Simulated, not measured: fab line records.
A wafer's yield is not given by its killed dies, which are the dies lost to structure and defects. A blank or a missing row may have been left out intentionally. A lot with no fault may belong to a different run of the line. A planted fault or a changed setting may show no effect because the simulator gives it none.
fab line records	flow sky130
[record] lots = 14	wafers = 42	last-day = 50
route steps=708 shown FIELD_ISO@1 NWELL@79 VT_ADJUST_LVTN@101
lots that met no fault: from a run of the same line without faults
start-h: hours from the record's first day to the start of the lot's first wafer shown	wait-h: hours since the lot's step before	" unchanged from the row above	L1.1+2: several wafers, shown together as one row	- no value, or no start given	* or withheld: withheld	< > ~ a bound
route shown NAME@n: a module of which the file shows steps, and the number in the route of the first	usual: the fault-free wafers' mean and standard deviation	same: alike in all rows	chamber/n: place in a boat	sites: each site's reading	_std_site: the standard deviation of these	_edge_site: outer sites' mean less inner sites'	radius-mm: how far each site lies from the wafer's centre	mask NAME#n: copy n	behind: the tool/chamber that last shaped the wafer	hold: the reason the lot was held/the length of the hold in hours/how it ended	device: the n, p or np transistor that did not switch	end of line: tests run on the same wafers once the route is complete	a step given without rows: its recipe and nothing more	killed: dies that structure and defects cost at the first sort, which is not the same as the wafer's yield	map: shows each die of a wafer: x if killed, . if not, _ if none is there
set.NAME: the setting that was run; set.NAME@STEP: the one run at that earlier step	model.NAME: the simulator's own value behind a step, which no gauge read
route steps across a sampled set of lots; one table per step, one row per wafer
services: the hour from which a tool's chamber was out of use, counted from the record's first day as start-h (under 0 if before that day), plus the number of hours and why
[[steps]]
[step SKY_FIELD_ISO_BOW_MEAS_00]
[recipe] mode = bow
[usual] INCOMING_BOW = 1/7.3
lot.wafer	tool	chamber	start-h	wait-h	INCOMING_BOW[um]
L634.2	film-metro-03	-	25.02	-	4
L634.3	"	-	"	"	-7
L634.4	"	-	"	"	-3
L636.2	film-metro-04	-	35.02	-	-5
L636.3	"	-	"	"	-1
L636.5	"	-	"	"	-1
L637.1	film-metro-01	-	40.00	-	-5
L637.2	"	-	"	"	1
L637.5	"	-	"	"	-6
L643.1	film-metro-03	-	70.00	-	5
L643.4	"	-	"	"	-4
L643.6	"	-	"	"	-3
L644.2	film-metro-01	-	75.02	-	5
L644.4	"	-	"	"	0
L644.6	"	-	"	"	5
L645.2	film-metro-03	-	80.02	-	6
L645.3	"	-	"	"	-6
L645.6	"	-	"	"	18
L646.2	film-metro-01	-	85.02	-	6
L646.3	"	-	"	"	-2
L646.5	"	-	"	"	-2
L647.1	film-metro-03	-	90.00	-	12
L647.2	"	-	"	"	6
L647.4	"	-	"	"	-4
L648.1	film-metro-03	-	95.00	-	6
L648.2	"	-	"	"	-8
L648.4	"	-	"	"	-21
L650.3	film-metro-01	-	105.04	-	-2
L650.4	"	-	"	"	-2
L650.5	"	-	"	"	-5
L651.3	film-metro-01	-	110.04	-	1
L651.4	"	-	"	"	8
L651.5	"	-	"	"	-3
L652.1	film-metro-01	-	115.00	-	4
L652.2	"	-	"	"	-6
L652.5	"	-	"	"	-8
L653.2	film-metro-01	-	120.02	-	-6
L653.5	"	-	"	"	-12
L653.6	"	-	"	"	-2
L654.1	film-metro-01	-	125.00	-	-8
L654.2	"	-	"	"	-6
L654.6	"	-	"	"	-1
[step SKY_FIELD_ISO_CD_MEAS_13]
[recipe] target-cd-nm = 150
[usual] cd-nm = 150.2/1.2
lot.wafer	tool	chamber	start-h	wait-h	cd-nm
L634.2	cd-sem-01	-	44.54	-	151.3
L634.3	"	-	"	"	150.1
L634.4	"	-	"	"	150.5
L636.2	cd-sem-02	-	56.44	-	150.6
L636.3	"	-	"	"	151.7
L636.5	"	-	"	"	151.3
L637.1	cd-sem-01	-	62.56	-	150.3
L637.2	"	-	"	"	151.5
L637.5	"	-	"	"	150.4
L643.1	cd-sem-01	-	94.02	-	149.1
L643.4	"	-	"	"	147.6
L643.6	"	-	"	"	150.3
L644.2	cd-sem-01	-	96.52	-	150.3
L644.4	"	-	"	"	149.3
L644.6	"	-	"	"	150.5
L645.2	cd-sem-02	-	101.44	-	150.3
L645.3	"	-	"	"	152.0
L645.6	"	-	"	"	151.0
L646.2	cd-sem-01	-	107.59	-	148.0
L646.3	"	-	"	"	148.7
L646.5	"	-	"	"	149.8
L647.1	cd-sem-01	-	113.41	-	151.2
L647.2	"	-	"	"	151.8
L647.4	"	-	"	"	149.5
L648.1	cd-sem-02	-	116.00	-	149.5
L648.2	"	-	"	"	150.5
L648.4	"	-	"	"	150.7
L650.3	cd-sem-02	-	127.93	-	149.2
L650.4	"	-	"	"	150.1
L650.5	"	-	"	"	149.7
L651.3	cd-sem-01	-	133.31	-	150.3
L651.4	"	-	"	"	150.3
L651.5	"	-	"	"	150.6
L652.1	cd-sem-02	-	137.66	-	151.5
L652.2	"	-	"	"	150.0
L652.5	"	-	"	"	149.9
L653.2	cd-sem-01	-	144.64	-	151.7
L653.5	"	-	"	"	149.8
L653.6	"	-	"	"	150.9
L654.1	cd-sem-01	-	147.66	-	149.4
L654.2	"	-	"	"	149.6
L654.6	"	-	"	"	149.8
[step SKY_NWELL_TW_MEAS_26]
[usual] NWELL_2_TW = 501/5.3
lot.wafer	tool	chamber	start-h	wait-h	NWELL_2_TW
L634.2	film-metro-03	-	137.51	0.1	498
L634.3	"	-	"	"	497
L634.4	"	-	"	"	497
L636.2	film-metro-03	-	145.81	0.1	500
L636.3	"	-	"	"	497
L636.5	"	-	"	"	499
L637.1	film-metro-03	-	146.15	0.1	501
L637.2	"	-	"	"	501
L637.5	"	-	"	"	500
L643.1	film-metro-03	-	180.40	0.1	496
L643.4	"	-	"	"	499
L643.6	"	-	"	"	502
L644.2	film-metro-03	-	180.76	0.1	499
L644.4	"	-	"	"	497
L644.6	"	-	"	"	499
L645.2	film-metro-02	-	190.69	0.1	495
L645.3	"	-	"	"	497
L645.6	"	-	"	"	501
L646.2	film-metro-03	-	193.86	0.1	500
L646.3	"	-	"	"	499
L646.5	"	-	"	"	498
L647.1	film-metro-02	-	199.85	0.1	502
L647.2	"	-	"	"	502
L647.4	"	-	"	"	498
L648.1	film-metro-03	-	203.98	0.1	497
L648.2	"	-	"	"	499
L648.4	"	-	"	"	499
L650.3	film-metro-03	-	219.45	0.1	498
L650.4	"	-	"	"	499
L650.5	"	-	"	"	497
L651.3	film-metro-02	-	224.40	0.1	498
L651.4	"	-	"	"	499
L651.5	"	-	"	"	501
L652.1	film-metro-02	-	230.23	0.1	499
L652.2	"	-	"	"	498
L652.5	"	-	"	"	497
L653.2	film-metro-01	-	247.54	0.1	512
L653.5	"	-	"	"	516
L653.6	"	-	"	"	511
L654.1	film-metro-03	-	248.80	0.1	495
L654.2	"	-	"	"	494
L654.6	"	-	"	"	498
[step SKY_VT_ADJUST_LVTN_EXPOSE_04]
[recipe] mask-id = NWM_COMPLEMENT_LESS_NATIVE	na = 0.6	source-shape = conventional	sigma-outer = 0.6	polarization = unpolarized	target-cd-nm = 840	dose-mj = 194
[usual] exposure-dose-mJ-cm2 = 193.99/0.18	focus-offset-nm = 0.1/0.58	reticle-temp-C = 23.03/0.12
lot.wafer	tool	chamber	start-h	wait-h	mask	exposure-dose-mJ-cm2	focus-offset-nm	reticle-temp-C
L634.2	iline-stepper-01	0	167.59	-	NWM_COMPLEMENT_LESS_NATIVE#0	194.11	1.0	23.13
L634.3	"	0	"	"	NWM_COMPLEMENT_LESS_NATIVE#0	193.91	1.1	23.06
L634.4	"	0	"	"	NWM_COMPLEMENT_LESS_NATIVE#0	193.88	0.5	23.06
L636.2	iline-stepper-02	-	176.76	-	NWM_COMPLEMENT_LESS_NATIVE#0	-	-	-
L636.3	"	-	"	"	NWM_COMPLEMENT_LESS_NATIVE#0	-	-	-
L636.5	"	-	"	"	NWM_COMPLEMENT_LESS_NATIVE#0	-	-	-
L637.1	iline-stepper-01	-	176.99	-	NWM_COMPLEMENT_LESS_NATIVE#0	-	-	-
L637.2	"	-	"	"	NWM_COMPLEMENT_LESS_NATIVE#0	-	-	-
L637.5	"	-	"	"	NWM_COMPLEMENT_LESS_NATIVE#0	-	-	-
L643.1	iline-stepper-02	0	212.76	-	NWM_COMPLEMENT_LESS_NATIVE#0	194.01	-0.3	22.77
L643.4	"	0	"	"	NWM_COMPLEMENT_LESS_NATIVE#0	194.02	-0.2	22.94
L643.6	"	0	"	"	NWM_COMPLEMENT_LESS_NATIVE#0	193.83	0.1	22.81
L644.2	iline-stepper-02	0	213.11	-	NWM_COMPLEMENT_LESS_NATIVE#0	193.92	0.0	23.09
L644.4	"	0	"	"	NWM_COMPLEMENT_LESS_NATIVE#0	194.03	-1.0	23.08
L644.6	"	0	"	"	NWM_COMPLEMENT_LESS_NATIVE#0	193.95	-1.7	23.08
L645.2	iline-stepper-01	0	224.79	-	NWM_COMPLEMENT_LESS_NATIVE#0	193.61	-0.4	22.94
L645.3	"	0	"	"	NWM_COMPLEMENT_LESS_NATIVE#0	193.93	-0.2	23.00
L645.6	"	0	"	"	NWM_COMPLEMENT_LESS_NATIVE#0	194.01	-0.5	23.07
L646.2	iline-stepper-02	0	227.69	-	NWM_COMPLEMENT_LESS_NATIVE#0	193.75	-0.1	22.99
L646.3	"	0	"	"	NWM_COMPLEMENT_LESS_NATIVE#0	194.04	-0.1	23.27
L646.5	"	0	"	"	NWM_COMPLEMENT_LESS_NATIVE#0	193.99	-0.1	23.19
L647.1	iline-stepper-02	0	233.34	-	NWM_COMPLEMENT_LESS_NATIVE#0	194.03	0.1	23.04
L647.2	"	0	"	"	NWM_COMPLEMENT_LESS_NATIVE#0	193.97	0.5	23.07
L647.4	"	0	"	"	NWM_COMPLEMENT_LESS_NATIVE#0	193.84	0.1	23.13
L648.1	iline-stepper-02	0	237.91	-	NWM_COMPLEMENT_LESS_NATIVE#0	194.11	-0.1	22.96
L648.2	"	0	"	"	NWM_COMPLEMENT_LESS_NATIVE#0	193.73	-0.1	22.85
L648.4	"	0	"	"	NWM_COMPLEMENT_LESS_NATIVE#0	194.22	0.1	22.88
L650.3	iline-stepper-02	0	255.24	-	NWM_COMPLEMENT_LESS_NATIVE#0	193.73	0.7	23.06
L650.4	"	0	"	"	NWM_COMPLEMENT_LESS_NATIVE#0	193.93	-0.7	23.24
L650.5	"	0	"	"	NWM_COMPLEMENT_LESS_NATIVE#0	193.88	0.4	22.99
L651.3	iline-stepper-02	0	260.04	-	NWM_COMPLEMENT_LESS_NATIVE#0	194.21	-0.1	22.99
L651.4	"	0	"	"	NWM_COMPLEMENT_LESS_NATIVE#0	194.15	-0.2	23.09
L651.5	"	0	"	"	NWM_COMPLEMENT_LESS_NATIVE#0	193.85	-0.5	23.08
L652.1	iline-stepper-02	0	266.24	-	NWM_COMPLEMENT_LESS_NATIVE#0	194.05	1.3	23.18
L652.2	"	0	"	"	NWM_COMPLEMENT_LESS_NATIVE#0	193.83	0.3	23.07
L652.5	"	0	"	"	NWM_COMPLEMENT_LESS_NATIVE#0	194.13	-0.1	23.02
L653.2	iline-stepper-02	0	284.63	-	NWM_COMPLEMENT_LESS_NATIVE#0	193.89	-0.3	23.04
L653.5	"	0	"	"	NWM_COMPLEMENT_LESS_NATIVE#0	193.77	-1.0	22.95
L653.6	"	0	"	"	NWM_COMPLEMENT_LESS_NATIVE#0	193.92	-0.1	22.77
L654.1	iline-stepper-02	0	285.56	-	NWM_COMPLEMENT_LESS_NATIVE#0	194.10	0.1	23.06
L654.2	"	0	"	"	NWM_COMPLEMENT_LESS_NATIVE#0	193.93	-0.1	23.06
L654.6	"	0	"	"	NWM_COMPLEMENT_LESS_NATIVE#0	193.70	0.4	23.18
[[services]]
tool	chamber	start-h	hours	kind
iline-stepper-01	-	206.09	7.7	repair
iline-stepper-01	-	251.25	5.8	repair
iline-stepper-02	-	258.22	1.7	pm
[[key]]
[first-sign] step = SKY_VT_ADJUST_LVTN_EXPOSE_04	reading = tool-record	direction = missing
effect none on later readings
met-at SKY_VT_ADJUST_LVTN_EXPOSE_04
struck-lots L636,L637
sort-left-out L636.2,L636.3,L636.5,L637.1,L637.2,L637.5
tester-left-out L636,L637
not-acting-at SKY_FIELD_ISO_BOW_MEAS_00,SKY_FIELD_ISO_CD_MEAS_13,SKY_NWELL_TW_MEAS_26
onset-between 167.59 176.76
[fault] kind = skipped-step-whole	tool = iline-stepper-01,iline-stepper-02	chamber = -	onset-h = 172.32	steps = SKY_VT_ADJUST_LVTN_EXPOSE_04	scope = struck-lots-only
// tester-left-out: of these lots the tester's yield and bins aren't shown, on N5 and GAA mostly nor the transistor test; their killed dies are dies lost to structure and defects alone, not to doping, threshold or leakage, so they don't give the yield
// sort-left-out: the simulated sort isn't trusted on such a fault, so these wafers' sort isn't shown, and their yield isn't known
